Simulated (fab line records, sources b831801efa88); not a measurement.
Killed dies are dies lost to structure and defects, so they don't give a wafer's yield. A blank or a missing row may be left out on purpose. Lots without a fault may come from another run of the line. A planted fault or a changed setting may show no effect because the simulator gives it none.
Which tool did it? | flow sfq_line | 14 lots, 42 wafers sampled, at 4 steps of a route of 325

WHAT THE GAUGES READ, wafer by wafer
The record holds no reading of a measuring or inspecting step that can be judged against a usual standard deviation.

WHICH TOOL RAN EACH LOT (tool, then ch and the chambers of the sampled wafers, then the start)
lot  | SFQ_TRILAYER_INCOMING_OXIDATION_002 | SFQ_TRILAYER_I3_DEP_PECVD_081   | SFQ_TRILAYER_M4_BARC_OPEN_METAL_ETCH_123 | SFQ_TRILAYER_JJ_TRILAYER_DEP_SPUTTER_110
L878 | furnace-01 ch 0, day 1 10:07        | pecvd-04 ch 0,2, day 43 00:46   | rie_metal-02 ch 0,1, day 49 11:35        | pvd_sputter-04, day 55 02:53
L879 | furnace-02 ch 0, day 1 15:07        | pecvd-04 ch 0,2, day 43 10:47   | rie_metal-01 ch 0,1, day 49 16:23        | pvd_sputter-03, day 55 07:41
L880 | furnace-01 ch 0, day 1 20:07        | pecvd-01 ch 0,1,2, day 43 13:11 | rie_metal-03 ch 0,1, day 49 19:59        | pvd_sputter-05, day 55 10:05
L881 | furnace-02 ch 0, day 2 01:07        | pecvd-03 ch 0,1,2, day 44 05:59 | rie_metal-02 ch 0,1, day 50 11:35        | pvd_sputter-05, day 55 23:17
L882 | furnace-01 ch 0, day 2 06:07        | pecvd-03 ch 0,2, day 45 00:17   | rie_metal-03 ch 0,1, day 51 13:52        | pvd_sputter-05, day 57 00:25
L883 | furnace-02 ch 0, day 2 11:07        | pecvd-04 ch 1,2, day 45 16:55   | rie_metal-01 ch 0,1, day 51 15:11        | pvd_sputter-03, day 57 02:13
L884 | furnace-02 ch 0, day 2 16:07        | pecvd-03 ch 0,2, day 45 20:31   | rie_metal-03 ch 0,1, day 51 16:23        | pvd_sputter-05, day 57 06:25
L885 | furnace-01 ch 0, day 2 21:07        | pecvd-01 ch 0,2, day 46 14:31   | rie_metal-02 ch 0, day 52 23:35          | pvd_sputter-03, day 58 19:46
L887 | furnace-01 ch 0, day 3 07:07        | pecvd-01 ch 0,1,2, day 46 20:31 | rie_metal-01 ch 0,1, day 53 03:12        | pvd_sputter-03, day 59 01:44
L890 | furnace-02 ch 0, day 3 22:07        | pecvd-04 ch 0,2, day 47 13:29   | rie_metal-02 ch 1, day 53 16:11          | pvd_sputter-03, day 59 08:56
L893 | furnace-02 ch 0, day 4 13:07        | pecvd-01 ch 0,2, day 48 17:13   | rie_metal-03 ch 0,1, day 54 17:22        | pvd_sputter-04, day 60 06:32
L894 | furnace-01 ch 0, day 4 18:07        | pecvd-04 ch 0,1,2, day 48 20:49 | rie_metal-02 ch 0,1, day 54 18:58        | pvd_sputter-03, day 60 10:10
L898 | furnace-01 ch 0, day 5 14:07        | pecvd-03 ch 0,1,2, day 50 17:22 | rie_metal-01 ch 0,1, day 61 06:43        | pvd_sputter-05, day 61 19:48
L900 | furnace-01 ch 0, day 6 00:07        | pecvd-04 ch 0,1, day 51 00:32   | rie_metal-02 ch 0,1, day 61 12:43        | pvd_sputter-03, day 62 01:38
- SFQ_TRILAYER_INCOMING_OXIDATION_002: target thk 500 nm, ox time 4939 s.
- SFQ_TRILAYER_I3_DEP_PECVD_081: deposits SiO2 from SiH4/N2O, time 111.11 s, target thk 500 nm.
- SFQ_TRILAYER_M4_BARC_OPEN_METAL_ETCH_123: etches BARC in O2, target depth 125 nm, time 41.7 s.
- SFQ_TRILAYER_JJ_TRILAYER_DEP_SPUTTER_110: material Al, target thk 8 nm, time 10 s.

WHAT THE TOOLS THEMSELVES READ (means of the sampled wafers that have a number; where no wafer has one, the mark that the record gives instead)
SFQ_TRILAYER_INCOMING_OXIDATION_002. Usual: spike_tc_bottom_C 1017.9 C, standard deviation 1.1; spike_tc_centre_C 1001.1 C, standard deviation 1.1; spike_tc_lower_C 1001.4 C, standard deviation 1.4; spike_tc_top_C 1011.3 C, standard deviation 2; spike_tc_upper_C 1000.8 C, standard deviation 1.5; tube_center_temp_C 1000 C, standard deviation 0.078; tube_center_temp_C_max 1002.5, standard deviation 0.38.
lot  | tool       | spike_tc_bottom_C (C) | spike_tc_centre_C (C) | spike_tc_lower_C (C) | spike_tc_top_C (C) | spike_tc_upper_C (C) | tube_center_temp_C (C) | tube_center_temp_C_max | flag
L878 | furnace-01 | 1017.1                | 1001.1                | 1001.0               | 1013.0             | 999.0                | 1000                   | 1002.7                 |
L879 | furnace-02 | 1017.8                | 1001.6                | 1000.3               | 1009.3             | 1001.4               | 1000                   | 1002.6                 |
L880 | furnace-01 | 1018.3                | 1000.7                | 1002.1               | 1013.6             | 1000.8               | 1000                   | 1002.6                 |
L881 | furnace-02 | 1018.6                | 1002.5                | 1000.3               | 1010.0             | 1001.8               | 1000                   | 1002.8                 |
L882 | furnace-01 | 1017.4                | 1001.9                | 1002.4               | 1012.6             | 1000.2               | 1000                   | 1003.1                 |
L883 | furnace-02 | 1018.3                | 1001.8                | 1001.2               | 1010.0             | 1001.7               | 1000                   | 1002.6                 |
L884 | furnace-02 | 1018.0                | 1002.0                | 1001.2               | 1009.3             | 1002.3               | 1000                   | 1002.3                 |
L885 | furnace-01 | 1017.1                | 1001.1                | 1002.5               | 1012.6             | 1000.4               | 1000                   | 1002.6                 |
L887 | furnace-01 | 1018.3                | 1001.1                | 1001.7               | 1013.4             | 999.7                | 1000                   | 1002.4                 |
L890 | furnace-02 | 1028.5                | 1011.6                | 1011.6               | 1020.7             | 1011.8               | 1011                   | 1013.5                 | OFF
L893 | furnace-02 | 1028.6                | 1011.5                | 1011.7               | 1019.5             | 1012.5               | 1011                   | 1013.2                 | OFF
L894 | furnace-01 | 1017.1                | 1001.3                | 1003.4               | 1013.4             | 999.8                | 1000                   | 1002.5                 |
L898 | furnace-01 | 1019.6                | 1000.5                | 1000.9               | 1011.7             | 1000.1               | 1000                   | 1002.4                 |
L900 | furnace-01 | 1017.4                | 1000.1                | 1002.1               | 1012.9             | 999.4                | 1000                   | 1002.3                 |

SFQ_TRILAYER_I3_DEP_PECVD_081. Usual: heater_power_outer_w 32 W, standard deviation 10; heater_power_w 88 W, standard deviation 17; throttle_valve_pct 25.7 %, standard deviation 1.4.
lot  | tool     | heater_power_outer_w (W) | heater_power_w (W) | throttle_valve_pct (%) | flag
L878 | pecvd-04 | 31                       | 85                 | 25.2                   |
L879 | pecvd-04 | 27                       | 75                 | 25.6                   |
L880 | pecvd-01 | 30                       | 83                 | 27.0                   |
L881 | pecvd-03 | 38                       | 101                | 24.3                   |
L882 | pecvd-03 | 43                       | 101                | 24.5                   |
L883 | pecvd-04 | 30                       | 85                 | 25.5                   |
L884 | pecvd-03 | 39                       | 95                 | 24.4                   |
L885 | pecvd-01 | 24                       | 75                 | 28.2                   |
L887 | pecvd-01 | 29                       | 80                 | 26.9                   |
L890 | pecvd-04 | 26                       | 71                 | 25.9                   |
L893 | pecvd-01 | 23                       | 72                 | 28.3                   |
L894 | pecvd-04 | 31                       | 87                 | 25.9                   |
L898 | pecvd-03 | 37                       | 100                | 24.6                   |
L900 | pecvd-04 | 29                       | 90                 | 25.6                   |

SFQ_TRILAYER_M4_BARC_OPEN_METAL_ETCH_123. Usual: chamber_pressure_mTorr 10.000 mTorr, standard deviation 0.0095; drypump_motor_current_A 5.88 A, standard deviation 0.2; oes_product_au 0.684 a.u., standard deviation 0.0046.
lot  | tool         | chamber_pressure_mTorr (mTorr) | drypump_motor_current_A (A) | oes_product_au (a.u.) | flag
L878 | rie_metal-02 | 9.997                          | 5.69                        | 0.686                 |
L879 | rie_metal-01 | 10.005                         | 6.24                        | 0.688                 |
L880 | rie_metal-03 | 9.994                          | 5.94                        | 0.683                 |
L881 | rie_metal-02 | 10.009                         | 5.71                        | 0.682                 |
L882 | rie_metal-03 | 10.006                         | 5.94                        | 0.682                 |
L883 | rie_metal-01 | 9.996                          | 6.22                        | 0.681                 |
L884 | rie_metal-03 | 10.008                         | 5.95                        | 0.687                 |
L885 | rie_metal-02 | 10.002                         | 5.62                        | 0.685                 |
L887 | rie_metal-01 | 10.002                         | 6.21                        | 0.681                 |
L890 | rie_metal-02 | 10.000                         | 5.77                        | 0.685                 |
L893 | rie_metal-03 | 10.005                         | 5.93                        | 0.681                 |
L894 | rie_metal-02 | 9.995                          | 5.68                        | 0.686                 |
L898 | rie_metal-01 | 9.998                          | 6.14                        | 0.684                 |
L900 | rie_metal-02 | 10.000                         | 5.66                        | 0.689                 |

SFQ_TRILAYER_JJ_TRILAYER_DEP_SPUTTER_110. Usual: throttle_valve_pct 30.1 %, standard deviation 1.2.
lot  | tool           | throttle_valve_pct (%) | flag
L878 | pvd_sputter-04 | 30.4                   |
L879 | pvd_sputter-03 | 29.3                   |
L880 | pvd_sputter-05 | 30.7                   |
L881 | pvd_sputter-05 | 31.2                   |
L882 | pvd_sputter-05 | 30.6                   |
L883 | pvd_sputter-03 | 28.9                   |
L884 | pvd_sputter-05 | 30.6                   |
L885 | pvd_sputter-03 | 28.6                   |
L887 | pvd_sputter-03 | 28.9                   |
L890 | pvd_sputter-03 | 28.9                   |
L893 | pvd_sputter-04 | 29.9                   |
L894 | pvd_sputter-03 | 29.0                   |
L898 | pvd_sputter-05 | 30.8                   |
L900 | pvd_sputter-03 | 29.1                   |

THE ANSWER, worked out from the rows above alone
Rule: a lot is off if the mean of its wafers that have a number lies more than 3 standard deviations from the usual mean. A lot without any number at a reading at which 4 lots or more have one is off too. The other lots that the step has rows for count as sound. The gauges are gone through in route order, then the tools' own readings, and for those a lot's mean is taken as printed above. The first step at which some lot is off is used, and at that step the reading that is off furthest; a lot without a number counts as furthest.
Off: L890, L893, at SFQ_TRILAYER_INCOMING_OXIDATION_002 (tube_center_temp_C).
A tool fits if, at that step or a process step before it, it ran every lot that is off, and no sound lot after the first of them. One fits: furnace-02 at SFQ_TRILAYER_INCOMING_OXIDATION_002. Its last sound lot is L884 (day 2 16:07), its first lot that is off L890 (day 3 22:07): a fault that began between those two fits.
The tool's own readings at SFQ_TRILAYER_INCOMING_OXIDATION_002 bear it out: on the lots that are off they differ by more than 5 times the standard deviation of the sound lots' means. spike_tc_bottom_C reads 1028.5 C there against 1017.9 C on the sound lots; spike_tc_centre_C reads 1011.5 C there against 1001.3 C on the sound lots; spike_tc_lower_C reads 1011.7 C there against 1001.6 C on the sound lots; spike_tc_top_C reads 1020.1 C there against 1011.8 C on the sound lots; spike_tc_upper_C reads 1012.1 C there against 1000.5 C on the sound lots; tube_center_temp_C reads 1011 C there against 1000 C on the sound lots; tube_center_temp_C_max reads 1013.4 there against 1002.6 on the sound lots.

WHAT THE SIMULATOR HAD PUT IN
Process parameter drift: furnace-02, from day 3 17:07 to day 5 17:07, at SFQ_TRILAYER_INCOMING_OXIDATION_002. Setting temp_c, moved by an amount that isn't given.
Lots struck among those shown: L890, L893. The rule above found the same.
